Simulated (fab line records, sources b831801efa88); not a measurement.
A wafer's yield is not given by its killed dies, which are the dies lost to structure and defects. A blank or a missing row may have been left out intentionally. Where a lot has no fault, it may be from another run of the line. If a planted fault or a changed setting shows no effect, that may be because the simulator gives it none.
Which of the tools did it? :: flow sky130 :: 42 wafers from 14 lots sampled at 2 of the route's 708 steps

## WHAT THE GAUGES READ, wafer by wafer
No reading from a measuring or inspecting step in the record can be judged against a usual standard deviation.

## WHICH TOOL RAN EACH LOT (tool, then ch and the chambers of the sampled wafers, then the start)
lot: L530
SKY_POLY_GATE_STRIP_18: plasma_asher-02 ch 1, day 16 23:33
SKY_PAD_OPEN_PROBE_99: -

lot: L531
SKY_POLY_GATE_STRIP_18: plasma_asher-03 ch 0,1, day 17 07:51
SKY_PAD_OPEN_PROBE_99: -

lot: L532
SKY_POLY_GATE_STRIP_18: plasma_asher-03 ch 0,1, day 17 18:37
SKY_PAD_OPEN_PROBE_99: -

lot: L534
SKY_POLY_GATE_STRIP_18: plasma_asher-03 ch 0,1, day 18 09:31
SKY_PAD_OPEN_PROBE_99: -

lot: L535
SKY_POLY_GATE_STRIP_18: plasma_asher-03 ch 0,1, day 18 19:15
SKY_PAD_OPEN_PROBE_99: prober-01, day 47 21:07

lot: L537
SKY_POLY_GATE_STRIP_18: plasma_asher-01 ch 0,1, day 19 06:49
SKY_PAD_OPEN_PROBE_99: -

lot: L542
SKY_POLY_GATE_STRIP_18: plasma_asher-03 ch 0,1, day 21 17:49
SKY_PAD_OPEN_PROBE_99: -

lot: L545
SKY_POLY_GATE_STRIP_18: plasma_asher-02 ch 0,1, day 22 09:23
SKY_PAD_OPEN_PROBE_99: -

lot: L546
SKY_POLY_GATE_STRIP_18: plasma_asher-01 ch 0,1, day 22 15:51
SKY_PAD_OPEN_PROBE_99: -

lot: L547
SKY_POLY_GATE_STRIP_18: plasma_asher-02 ch 0, day 22 19:16
SKY_PAD_OPEN_PROBE_99: -

lot: L548
SKY_POLY_GATE_STRIP_18: plasma_asher-03 ch 0,1, day 23 06:38
SKY_PAD_OPEN_PROBE_99: prober-02, day 51 11:36

lot: L549
SKY_POLY_GATE_STRIP_18: plasma_asher-01 ch 0,1, day 23 18:16
SKY_PAD_OPEN_PROBE_99: prober-02, day 50 19:25

lot: L551
SKY_POLY_GATE_STRIP_18: plasma_asher-01 ch 0,1, day 24 11:34
SKY_PAD_OPEN_PROBE_99: -

lot: L550
SKY_POLY_GATE_STRIP_18: plasma_asher-01 ch 0,1, day 24 17:28
SKY_PAD_OPEN_PROBE_99: -
- SKY_POLY_GATE_STRIP_18: strips in O2/N2.
- SKY_PAD_OPEN_PROBE_99

## WHAT THE TOOLS THEMSELVES READ (means of the sampled wafers that have a number; where no wafer has one, the mark that the record gives instead)
SKY_POLY_GATE_STRIP_18.
lot: L530
tool: plasma_asher-02
drypump_motor_current_A (A): 5.0
n2_flow_sccm (sccm): 301.3
oes_product_au (a.u.): 0.362
strip_time_to_endpoint_s (s): 3.193

lot: L531
tool: plasma_asher-03
drypump_motor_current_A (A): 5.8
n2_flow_sccm (sccm): 299.2
oes_product_au (a.u.): 0.364
strip_time_to_endpoint_s (s): 3.188

lot: L532
tool: plasma_asher-03
drypump_motor_current_A (A): 5.7
n2_flow_sccm (sccm): 298.9
oes_product_au (a.u.): 0.355
strip_time_to_endpoint_s (s): 3.143

lot: L534
tool: plasma_asher-03
drypump_motor_current_A (A): 5.8
n2_flow_sccm (sccm): 259.6
oes_product_au (a.u.): 0.357
strip_time_to_endpoint_s (s): 3.190

lot: L535
tool: plasma_asher-03
drypump_motor_current_A (A): 5.8
n2_flow_sccm (sccm): 260.0
oes_product_au (a.u.): 0.362
strip_time_to_endpoint_s (s): 3.207

lot: L537
tool: plasma_asher-01
drypump_motor_current_A (A): 5.9
n2_flow_sccm (sccm): 299.9
oes_product_au (a.u.): 0.364
strip_time_to_endpoint_s (s): 3.171

lot: L542
tool: plasma_asher-03
drypump_motor_current_A (A): 5.8
n2_flow_sccm (sccm): 299.3
oes_product_au (a.u.): 0.365
strip_time_to_endpoint_s (s): 3.172

lot: L545
tool: plasma_asher-02
drypump_motor_current_A (A): 5.3
n2_flow_sccm (sccm): 299.7
oes_product_au (a.u.): 0.361
strip_time_to_endpoint_s (s): 3.189

lot: L546
tool: plasma_asher-01
drypump_motor_current_A (A): 5.9
n2_flow_sccm (sccm): 299.3
oes_product_au (a.u.): 0.358
strip_time_to_endpoint_s (s): 3.135

lot: L547
tool: plasma_asher-02
drypump_motor_current_A (A): 6.0
n2_flow_sccm (sccm): 299.2
oes_product_au (a.u.): 0.363
strip_time_to_endpoint_s (s): 3.202

lot: L548
tool: plasma_asher-03
drypump_motor_current_A (A): 5.7
n2_flow_sccm (sccm): 299.9
oes_product_au (a.u.): 0.364
strip_time_to_endpoint_s (s): 3.155

lot: L549
tool: plasma_asher-01
drypump_motor_current_A (A): 5.9
n2_flow_sccm (sccm): 300.5
oes_product_au (a.u.): 0.355
strip_time_to_endpoint_s (s): 3.173

lot: L551
tool: plasma_asher-01
drypump_motor_current_A (A): 5.9
n2_flow_sccm (sccm): 299.8
oes_product_au (a.u.): 0.365
strip_time_to_endpoint_s (s): 3.169

lot: L550
tool: plasma_asher-01
drypump_motor_current_A (A): 5.7
n2_flow_sccm (sccm): 300.5
oes_product_au (a.u.): 0.361
strip_time_to_endpoint_s (s): 3.136

SKY_PAD_OPEN_PROBE_99.
lot: L535
tool: prober-01
killed_at_M0_to_M3: 40
killed_at_M4_up: 3.7
killed_at_contacts: 23
killed_at_front_end: 10
killed_at_other: 0.7
killed_dies: 77
killed_open: 42
killed_short: 35

lot: L548
tool: prober-02
killed_at_M0_to_M3: 43
killed_at_M4_up: 3.0
killed_at_contacts: 21
killed_at_front_end: 9
killed_at_other: 0.0
killed_dies: 76
killed_open: 44
killed_short: 32

lot: L549
tool: prober-02
killed_at_M0_to_M3: 40
killed_at_M4_up: 2.0
killed_at_contacts: 24
killed_at_front_end: 15
killed_at_other: 0.0
killed_dies: 81
killed_open: 43
killed_short: 38

## THE ANSWER, worked out from the rows above alone
Rule: the usual values come from the lots themselves. Put in order of their means at a reading, lots are off if they are a third of the lots or fewer, leave a main group of 4 or more, and stand apart from it by a gap of 3 or more times the standard deviation of the main group's means; of several such gaps the widest counts. A main group is skipped when, at the precision printed for the reading in the tables above, its means are all equal. Also off: a lot with no number at a reading for which 4 or more lots have one. Where the step has rows for the other lots, those lots are counted as sound. The gauges are gone through in route order, then the tools' own readings, and for those a lot's mean is taken as printed above. At the first step where some lot is off, the reading lying furthest off is the one used; lots without a number count as furthest.
Off, at SKY_POLY_GATE_STRIP_18 on n2_flow_sccm: L534, L535. Mean 299.8 sccm and standard deviation 0.66 in the main group.
If a tool, at that step or one of the process steps before it, ran each lot that is off and ran no sound lot following the first of them, it fits. Not one of the candidates tried fits.

## WHAT THE SIMULATOR HAD INSERTED
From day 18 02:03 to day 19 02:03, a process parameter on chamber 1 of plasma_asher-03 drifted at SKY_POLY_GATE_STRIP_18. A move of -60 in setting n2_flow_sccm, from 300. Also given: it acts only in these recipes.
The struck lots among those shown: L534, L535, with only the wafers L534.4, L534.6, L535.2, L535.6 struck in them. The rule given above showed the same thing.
